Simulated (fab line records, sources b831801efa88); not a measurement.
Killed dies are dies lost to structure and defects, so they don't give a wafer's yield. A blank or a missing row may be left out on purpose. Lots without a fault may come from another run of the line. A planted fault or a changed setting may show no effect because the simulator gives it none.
Which tool did it? | flow sky130 | 11 lots, 33 wafers sampled, at 3 steps of a route of 708

WHAT THE GAUGES READ, wafer by wafer
SKY_CAPM_THK_MEAS_01.
lot  | measured     | on            | CAPM_CVD_00_THK (nm)
L165 | day 36 15:16 | film_metro-01 | 15.61 15.58 15.83
L167 | day 36 20:14 | film_metro-04 | 15.58 16.01 15.83
L168 | day 37 07:16 | film_metro-03 | 15.09 15.37 15.30
L171 | day 37 22:46 | film_metro-03 | 15.63 15.80 15.70
L173 | day 38 18:07 | film_metro-01 | 15.39 15.66 15.83
L176 | day 39 14:01 | film_metro-04 | 15.44 15.26 15.64
L181 | day 41 11:49 | film_metro-03 | 15.31 15.65 15.78
L183 | day 42 00:26 | film_metro-01 | 15.24 15.33 15.72
L186 | day 43 05:02 | film_metro-01 | 15.27 15.52 15.75
L188 | day 43 05:49 | film_metro-03 | 15.68 16.02 15.95
L187 | day 43 11:25 | film_metro-01 | 15.57 15.65 15.27

SKY_CAPM_THK_MEAS_04: measures by xrf.
lot  | measured     | on            | CAPM_TIN_THK (nm)
L165 | day 36 15:34 | film_metro-03 | 199.5 198.4 202.3
L167 | day 36 20:31 | film_metro-01 | 204.9 205.6 202.7
L168 | day 37 07:33 | film_metro-04 | 199.6 200.6 198.6
L171 | day 37 23:03 | film_metro-01 | 204.1 204.4 203.8
L173 | day 38 18:25 | film_metro-04 | 202.0 202.1 201.4
L176 | day 39 14:19 | film_metro-01 | 202.8 203.1 204.8
L181 | day 41 12:07 | film_metro-04 | 201.4 202.7 202.0
L183 | day 42 00:43 | film_metro-01 | 202.5 202.5 202.2
L186 | day 43 05:19 | film_metro-03 | 203.4 204.3 202.2
L188 | day 43 06:08 | film_metro-01 | 199.2 200.3 201.9
L187 | day 43 11:42 | film_metro-03 | 203.9 204.2 203.8

WHICH TOOL RAN EACH LOT (tool, then ch and the chambers of the sampled wafers, then the start)
lot  | SKY_VIA2_SPUTTER_20
L165 | pvd_sputter-02, day 36 14:14
L167 | pvd_sputter-03, day 36 19:22
L168 | pvd_sputter-02, day 37 06:25
L171 | pvd_sputter-04, day 37 21:53
L173 | pvd_sputter-04, day 38 17:16
L176 | pvd_sputter-03, day 39 12:56
L181 | pvd_sputter-03, day 41 10:58
L183 | pvd_sputter-03, day 41 23:35
L186 | pvd_sputter-02, day 43 03:47
L188 | pvd_sputter-02, day 43 04:58
L187 | pvd_sputter-03, day 43 10:32
- SKY_VIA2_SPUTTER_20: material TiN, target thk 20 nm, time 80 s.

WHAT THE TOOLS THEMSELVES READ (means of the sampled wafers that have a number; where no wafer has one, the mark that the record gives instead)
SKY_VIA2_SPUTTER_20.
lot  | tool           | throttle_valve_pct (%)
L165 | pvd_sputter-02 | 29.2
L167 | pvd_sputter-03 | 28.3
L168 | pvd_sputter-02 | 30.1
L171 | pvd_sputter-04 | 30.2
L173 | pvd_sputter-04 | 30.1
L176 | pvd_sputter-03 | 29.9
L181 | pvd_sputter-03 | 29.9
L183 | pvd_sputter-03 | 29.2
L186 | pvd_sputter-02 | 29.8
L188 | pvd_sputter-02 | 29.4
L187 | pvd_sputter-03 | 28.2

THE ANSWER, worked out from the rows above alone
Rule: what is usual is taken from the lots themselves. Put in order of their means at a reading, lots are off if they are a third of the lots or fewer, leave a main group of 4 or more, and stand apart from it by a gap of 3 or more times the standard deviation of the main group's means; of several such gaps the widest counts. A main group whose means are all the same, to the digits that the tables above print for the reading, isn't used. A lot without any number at a reading at which 4 lots or more have one is off too. The other lots that the step has rows for count as sound. The gauges are gone through in route order, then the tools' own readings, and for those a lot's mean is taken as printed above. The first step at which some lot is off is used, and at that step the reading that is off furthest; a lot without a number counts as furthest.
No lot is off at any reading shown: from this, nothing can be told.

WHAT THE SIMULATOR HAD PUT IN
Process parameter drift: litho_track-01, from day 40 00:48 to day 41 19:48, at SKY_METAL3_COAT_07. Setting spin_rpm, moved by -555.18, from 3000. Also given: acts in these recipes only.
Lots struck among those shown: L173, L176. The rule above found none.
